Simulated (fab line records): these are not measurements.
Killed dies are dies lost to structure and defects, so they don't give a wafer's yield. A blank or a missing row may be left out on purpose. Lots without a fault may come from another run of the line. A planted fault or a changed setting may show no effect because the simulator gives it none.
What tool caused it? -- flow sky130 -- 11 lots with 33 wafers sampled at 4 steps, on a route of 708 steps

== WHAT THE GAUGES SHOWED, per wafer ==
SKY_LDD_LDN_TW_MEAS_13. Usual: LDD_LDN_TW gives 1480 (standard deviation 13).
lot,measured,on,LDD_LDN_TW,flag
L667,day 23 05:25,film_metro-03,1474 1479 1480,
L669,day 24 02:29,film_metro-01,1457 1464 1468,
L670,day 24 09:34,film_metro-01,1469 1460 1465,
L671,day 24 13:32,film_metro-03,1492 1489 1495,
L672,day 25 15:05,film_metro-02,1496 1494 1494,
L675,day 26 12:50,film_metro-01,1464 1455 1468,
L678,day 26 23:13,film_metro-02,1563 1575 1572,OFF
L679,day 27 19:31,film_metro-03,1483 1482 1481,
L680,day 27 21:08,film_metro-03,1555 1551 1558,OFF
L687,day 30 05:38,film_metro-01,1470 1472 1462,
L688,day 30 09:02,film_metro-03,1493 1483 1484,

== TOOL THAT RAN EACH LOT (tool first, then ch and the chambers of the sampled wafers, then the start) ==
lot,SKY_POLY_GATE_ETCH_15,SKY_LDD_LDN_IMPLANT_10,SKY_LDD_LDN_STRIP_12
L667,"rie_diel-04 ch 0,2,3, day 16 16:46","implanter-02 ch 0, day 23 05:01","plasma_asher-02 ch 0,1, day 23 05:19"
L669,"rie_diel-04 ch 0,1, day 17 11:26","implanter-02 ch 0, day 24 02:05","plasma_asher-02 ch 1, day 24 02:22"
L670,"rie_diel-04 ch 0,1,2, day 17 20:53","implanter-02 ch 0, day 24 09:10","plasma_asher-03 ch 0,1, day 24 09:28"
L671,"rie_diel-02 ch 0,2,3, day 17 23:14","implanter-01 ch 0, day 24 13:10","plasma_asher-01 ch 0,1, day 24 13:28"
L672,"rie_diel-02 ch 0,1,3, day 19 00:37","implanter-02 ch 0, day 25 14:43","plasma_asher-03 ch 0,1, day 25 15:00"
L675,"rie_diel-01 ch 0,1,2, day 20 02:40","implanter-02 ch 0, day 26 12:28","plasma_asher-01 ch 0,1, day 26 12:46"
L678,"rie_diel-04 ch 1,2, day 20 14:08","implanter-02 ch 0, day 26 22:49","plasma_asher-02 ch 0,1, day 26 23:07"
L679,"rie_diel-02 ch 0,3, day 21 11:17","implanter-03 ch 0, day 27 19:07","plasma_asher-02 ch 0,1, day 27 19:25"
L680,"rie_diel-01 ch 2,3, day 21 13:20","implanter-02 ch 0, day 27 20:46","plasma_asher-01 ch 0,1, day 27 21:03"
L687,"rie_diel-01 ch 0,1,2, day 24 03:08","implanter-01 ch 0, day 30 05:15","plasma_asher-01 ch 0,1, day 30 05:31"
L688,"rie_diel-02 ch 1,2,3, day 24 05:41","implanter-03 ch 0, day 30 08:40","plasma_asher-03 ch 0,1, day 30 08:58"
- SKY_POLY_GATE_ETCH_15: etches BARC in N2/H2, stops on SiO2, time 118.5 s, target depth 110 nm.
- SKY_LDD_LDN_IMPLANT_10
- SKY_LDD_LDN_STRIP_12: strips in O2/N2.

== AS READ BY THE TOOLS THEMSELVES (means over the sampled wafers that have a number; for cases with no such wafer, the mark the record gives instead) ==
SKY_POLY_GATE_ETCH_15. Usual: drypump_motor_current_A 5.7 A, standard deviation 0.48; n2_flow_sccm 99.98 sccm, standard deviation 0.29; oes_product_au 0.716 a.u., standard deviation 0.0045; rf_fwd_power_W 497.6 W, standard deviation 1.6; throttle_valve_pct 13.212 %, standard deviation 0.0093.
lot,tool,drypump_motor_current_A (A),n2_flow_sccm (sccm),oes_product_au (a.u.),rf_fwd_power_W (W),throttle_valve_pct (%),flag
L667,rie_diel-04,5.8,99.94,0.716,497.5,13.212,
L669,rie_diel-04,5.4,100.24,0.713,498.1,13.208,
L670,rie_diel-04,5.9,100.17,0.716,498.0,13.212,
L671,rie_diel-02,5.7,99.92,0.714,496.6,13.211,
L672,rie_diel-02,5.6,99.79,0.716,498.0,13.222,
L675,rie_diel-01,5.6,100.09,0.718,498.5,13.207,
L678,rie_diel-04,6.3,100.06,0.722,497.7,13.211,
L679,rie_diel-02,5.5,99.85,0.719,498.5,13.216,
L680,rie_diel-01,5.6,100.14,0.717,498.6,13.208,
L687,rie_diel-01,5.7,99.99,0.710,497.2,13.213,
L688,rie_diel-02,5.8,99.63,0.712,498.5,13.213,

SKY_LDD_LDN_IMPLANT_10. Usual: dose_ions_cm2 1.25e+13, standard deviation 1.3e+10; faraday_current_uA 70.4, standard deviation 1.4.
lot,tool,dose_ions_cm2,faraday_current_uA,flag
L667,implanter-02,1.25e+13,68.9,
L669,implanter-02,1.25e+13,70.4,
L670,implanter-02,1.25e+13,70.3,
L671,implanter-01,1.25e+13,70.7,
L672,implanter-02,1.25e+13,70.9,
L675,implanter-02,1.25e+13,69.8,
L678,implanter-02,2.15e+13,121.7,OFF
L679,implanter-03,1.25e+13,70.3,
L680,implanter-02,2.15e+13,122.1,OFF
L687,implanter-01,1.25e+13,71.4,
L688,implanter-03,1.25e+13,71.1,

SKY_LDD_LDN_STRIP_12. Usual: drypump_motor_current_A 6.0 A, standard deviation 0.4; n2_flow_sccm 300.0 sccm, standard deviation 0.87; oes_product_au 0.715 a.u., standard deviation 0.0046; strip_time_to_endpoint_s 14.18 s, standard deviation 0.038.
lot,tool,drypump_motor_current_A (A),n2_flow_sccm (sccm),oes_product_au (a.u.),strip_time_to_endpoint_s (s),flag
L667,plasma_asher-02,6.4,300.6,0.713,14.25,
L669,plasma_asher-02,6.5,299.2,0.711,14.17,
L670,plasma_asher-03,5.4,300.0,0.718,14.12,
L671,plasma_asher-01,5.8,300.4,0.715,14.14,
L672,plasma_asher-03,5.5,299.7,0.713,14.19,
L675,plasma_asher-01,6.0,300.8,0.717,14.15,
L678,plasma_asher-02,6.4,299.1,0.716,14.13,
L679,plasma_asher-02,6.4,300.6,0.716,14.17,
L680,plasma_asher-01,6.0,299.3,0.720,14.15,
L687,plasma_asher-01,6.0,300.1,0.720,14.20,
L688,plasma_asher-03,5.5,301.0,0.718,14.17,

== THE ANSWER, worked out from the rows above alone ==
Rule: a lot counts as off when the mean over its wafers that have a number is more than 3 standard deviations away from the usual mean. A lot without any number at a reading at which 4 lots or more have one is off too. Where the step has rows for the other lots, those lots are counted as sound. Order of review: gauges by route order, followed by the tools' own readings, for which a lot's mean as printed above is used. At the first step where some lot is off, the reading lying furthest off is the one used; lots without a number count as furthest.
Off: L678, L680, seen at SKY_LDD_LDN_TW_MEAS_13 (LDD_LDN_TW).
If a tool, at a process step before that reading, ran all the lots that are off and no sound lot after the first of them, it fits. Not tried: the gauges at SKY_LDD_LDN_TW_MEAS_13; whatever is off there is also off at SKY_LDD_LDN_IMPLANT_10, on other tools, and gauge error can't account for it. One fits: SKY_LDD_LDN_IMPLANT_10 on implanter-02. A fault onset in the window from L675 (day 26 12:28, its last sound lot) to L678 (day 26 22:49, its first lot off) fits.
The tool's own readings at SKY_LDD_LDN_IMPLANT_10 bear it out: on the lots that are off they differ by more than 5 times the standard deviation of the sound lots' means. dose_ions_cm2 reads 2.15e+13 there against 1.25e+13 on the sound lots; faraday_current_uA reads 121.9 there against 70.4 on the sound lots.

== WHAT THE SIMULATOR PUT IN ==
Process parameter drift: implanter-02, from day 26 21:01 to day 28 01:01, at SKY_LDD_LDN_IMPLANT_10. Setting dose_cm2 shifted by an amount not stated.
Lots struck among those shown: L678, L680. The rule above found the same.
